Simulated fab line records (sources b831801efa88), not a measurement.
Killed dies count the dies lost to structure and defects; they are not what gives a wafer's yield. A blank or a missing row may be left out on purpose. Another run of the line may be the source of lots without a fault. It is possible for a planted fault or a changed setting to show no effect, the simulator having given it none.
8D (eight disciplines) problem report, filled in by code -- flow sky130 -- the parts of the form that need people (team, actions taken, sign-off) are left out

== 1. PROBLEM STATEMENT ==
spin-speed-rpm at SKY_LDD_HVN_COAT_02 reads a mean of 3145.7 rpm on 6 wafers of 2 lots; wafers without a fault read 2999.4 rpm with a standard deviation of 2.2. Relative to the usual mean, that is a shift of +66 standard deviations.
The step: resist thk 300 nm.
Earliest sighting: wafer L631.3 on litho-track-03 at day 24 09:10. The record has a number at this step for 33 wafers belonging to 11 lots. Rule for "out", or "out of limits": more than 4 standard deviations from the usual mean. The rest of the wafers with a number are treated as sound.

== 2. WHAT IT IS; WHAT IT IS NOT ==
question,is,is not
which readings at this step,spin-speed-rpm,-
which lots,"L631, L635","L620, L621, L624, L626, L627, L633, L634, L638, L639"
which wafers of those lots,all that have a number,-
read on which tools,litho-track-03,"litho-track-02, litho-track-04"
when,from day 24 09:10,"up to then (15 sound wafers); but 12 sound wafers of L633, L634, L638, L639 came after"

== 3. WHAT RULES OUT EACH SUSPECT ==
Counting: a tool at any process step up to the reading remains a suspect when it ran all the lots that are out and ran no sound lot after the first of those.
- plasma-asher-04 at SKY_GATE_OXIDE_STRIP_13 (strips in O2/N2): ruled out as a lasting fault. After its first lot that is out, L631 (day 18 04:20), sound lots L633, L638 ran on it.
- litho-track-03 at SKY_LDD_HVN_COAT_02 (resist thk 300 nm): kept. It processed each lot that is out, first L631 at day 24 09:10, and no sound lot thereafter; up to then, the last sound lot it processed was L626 at day 22 04:34. Its own spin-speed-rpm readings are out on those wafers.
After counting, what remains is litho-track-03 at SKY_LDD_HVN_COAT_02.

== 4. THE CAUSE (what the simulator had put in) ==
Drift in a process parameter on litho-track-03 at SKY_LDD_HVN_COAT_02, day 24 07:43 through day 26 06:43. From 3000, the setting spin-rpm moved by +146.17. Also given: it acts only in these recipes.
Only this tool survived the counting.

== 5. SEQUENCE OF EFFECTS, ordered by route ==
One row per reading whose mean, taken over the struck wafers that have a number, lies over 3 standard deviations from the usual. Readings are gone through only where the record gives a usual standard deviation; hours: the median, over the lots, of the time from a lot's start at the first step in this table giving one to that lot's start at this step; sigmas: the change measured in usual standard deviations.
hours,step,reading,usual,on struck wafers,change,sigmas
0,SKY_LDD_HVN_COAT_02,spin-speed-rpm,2999.4 rpm,3145.7,+146.3,+66
15,SKY_LDD_HVN_STRIP_09,strip-time-to-endpoint-s,4.132 s,4.051,-0.081,-5.8
The process steps in it:
- SKY_LDD_HVN_COAT_02: resist thk 300 nm.
- SKY_LDD_HVN_STRIP_09: strips in O2/N2.

== 6. HOW IT WOULD HAVE BEEN CAUGHT EARLIER ==
In this record the first reading out of limits was taken at day 24 09:10, 1 hour after the fault began at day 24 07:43.
